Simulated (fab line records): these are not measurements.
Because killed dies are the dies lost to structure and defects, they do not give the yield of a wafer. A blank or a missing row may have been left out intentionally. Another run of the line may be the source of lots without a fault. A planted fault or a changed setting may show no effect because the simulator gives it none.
Comparing a struck lot with a sound one / flow sky130 / 17 steps out of a route of 708
Sound: the wafers L611.1, L611.3, L611.4. Struck: wafers L609.2, L609.3, L609.5. The cause is given at the end.
Per side, at each step with rows, come the tool, then ch with its chambers, and then its first start. Under that, the readings that differ: sound wafers / struck wafers / difference of the means / sigmas: that difference in standard deviations of wafers without a fault.
alike: words and numbers the same on both sides, and readings whose means are apart by under 2 such deviations; not compared: readings that were withheld, readings missing a value for some wafer, numbers with overlapping values and no deviation given by the record, and bounds like >300 which may hide the same value.
A row with sigmas, a row that says differs or no value, or rows on one side alone: a step with any of these is where the two part. Non-overlapping numbers with no deviation appear without sigmas and do not part them. Lack of a reading on every wafer of one side parts them only where that side has two or more wafers.

first, 1 step without rows for these wafers: SKY_VT_ADJUST_NCORE_IMPLANT_09.
SKY_VT_ADJUST_NCORE_STRIP_10: strips in O2/N2.
  sound on plasma_asher-04 ch 0,1, day 14 10:47; struck on plasma_asher-03 ch 1, day 13 20:34
  alike: drypump_motor_current_A, oes_product_au, strip_time_to_endpoint_s
  not compared: rf_hours_counter_h
SKY_VT_ADJUST_NCORE_TW_MEAS_11:
  struck on film_metro-03, day 13 20:40; sound on film_metro-02, day 14 10:53
  alike: VT_ADJUST_NCORE_TW
then, 7 steps without rows for these wafers: SKY_VT_ADJUST_HVTR_DEHYDRATE_00 (time 60 s); SKY_VT_ADJUST_HVTR_HMDS_01 (prime time 60 s); SKY_VT_ADJUST_HVTR_COAT_02 (resist thk 1140 nm); SKY_VT_ADJUST_HVTR_SOFTBAKE_03 (time 60 s); SKY_VT_ADJUST_HVTR_EXPOSE_04 (exposes mask HVTRM, target cd 380 nm); SKY_VT_ADJUST_HVTR_PEB_05; SKY_VT_ADJUST_HVTR_DEVELOP_06 (develop time 60 s).
SKY_VT_ADJUST_HVTR_CD_MEAS_07 targets a cd of 380 nm.
  struck on cd_sem-02, day 14 22:33; sound on cd_sem-01, day 15 13:40
  alike: cd_nm
SKY_VT_ADJUST_HVTR_OVL_MEAS_08:
  struck on overlay-02, day 14 22:40; sound on overlay-02, day 15 13:47
  alike: VT_ADJUST_HVTR_OVL
SKY_VT_ADJUST_HVTR_IMPLANT_09:
  sound on implanter-03 ch 0, day 15 13:49; struck on implanter-04 ch 0, day 14 22:43
reading=dose_ions_cm2; sound=2.0992e+12 2.1003e+12 2.0948e+12; struck=1.5221e+12 1.5162e+12 1.5204e+12; difference=-5.7853e+11; sigmas=-99 or more
reading=faraday_current_uA; sound=11.72 11.86 11.22; struck=8.88 8.54 8.43; difference=-2.98; sigmas=-13
  alike: beam_on_s, end_station_pressure_torr
SKY_VT_ADJUST_HVTR_STRIP_10: strips in O2/N2.
  sound on plasma_asher-04 ch 0,1, day 15 13:58; struck on plasma_asher-03 ch 1, day 14 22:50
  alike: drypump_motor_current_A, oes_product_au, strip_time_to_endpoint_s
  not compared: rf_hours_counter_h
SKY_VT_ADJUST_HVTR_TW_MEAS_11:
  struck on film_metro-01, day 14 22:57; sound on film_metro-04, day 15 14:04
reading=VT_ADJUST_HVTR_TW; sound=212.1 211.8 211.8; struck=193.8 194.2 193.5; difference=-18.1; sigmas=-23
then, 1 step without rows for these wafers: SKY_VT_ADJUST_PCH_DEHYDRATE_00 (time 60 s).
-- record jumps: 35 days separate the struck wafers' starts on either side; left off in module VT_ADJUST_PCH, taken up again in module PAD_OPEN, whose first shown step is the route's number 708 --
SKY_PAD_OPEN_PROBE_99:
  struck on prober-02, day 50 00:19; sound on prober-02, day 50 13:01
reading=model.etest.pfet_01v8_mvt.drive_ua_um; sound=150.3 151.3 151.2; struck=141 143.4 137.3; difference=-10; sigmas=
reading=model.etest.pfet_01v8_mvt.off_log10_a_um; sound=-10.81 -10.71 -10.69; struck=-11.9 -11.72 -11.97; difference=-1.1; sigmas=
reading=model.etest.pfet_01v8_mvt.vt_sat_v (V); sound=-0.5698 -0.5665 -0.5706; struck=-0.6647 -0.6564 -0.6716; difference=-0.0953; sigmas=
reading=model.etest.pfet_01v8_mvt.vt_v (V); sound=-0.6582 -0.6519 -0.6582; struck=-0.732 -0.7308 -0.7388; difference=-0.078; sigmas=
reading=model.etest.pfet_01v8_mvt.vt_long_v (V); sound=-0.8668 -0.8576 -0.8626; struck=-0.9248 -0.9233 -0.9289; difference=-0.0633; sigmas=
  alike: killed_at_M0_to_M3, killed_at_M4_up, killed_at_contacts, killed_at_front_end, killed_at_other, killed_dies, killed_on_rim, killed_open, killed_short

== WHERE THEY PART ==
At SKY_VT_ADJUST_HVTR_IMPLANT_09 first; at SKY_VT_ADJUST_HVTR_TW_MEAS_11 last (within this record only). Later steps at which nothing parts them and some readings are alike: SKY_PAD_OPEN_PROBE_99.

WHY: whatever the simulator had introduced
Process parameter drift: implanter-04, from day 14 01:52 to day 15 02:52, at SKY_VT_ADJUST_HVTR_IMPLANT_09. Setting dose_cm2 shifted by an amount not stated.
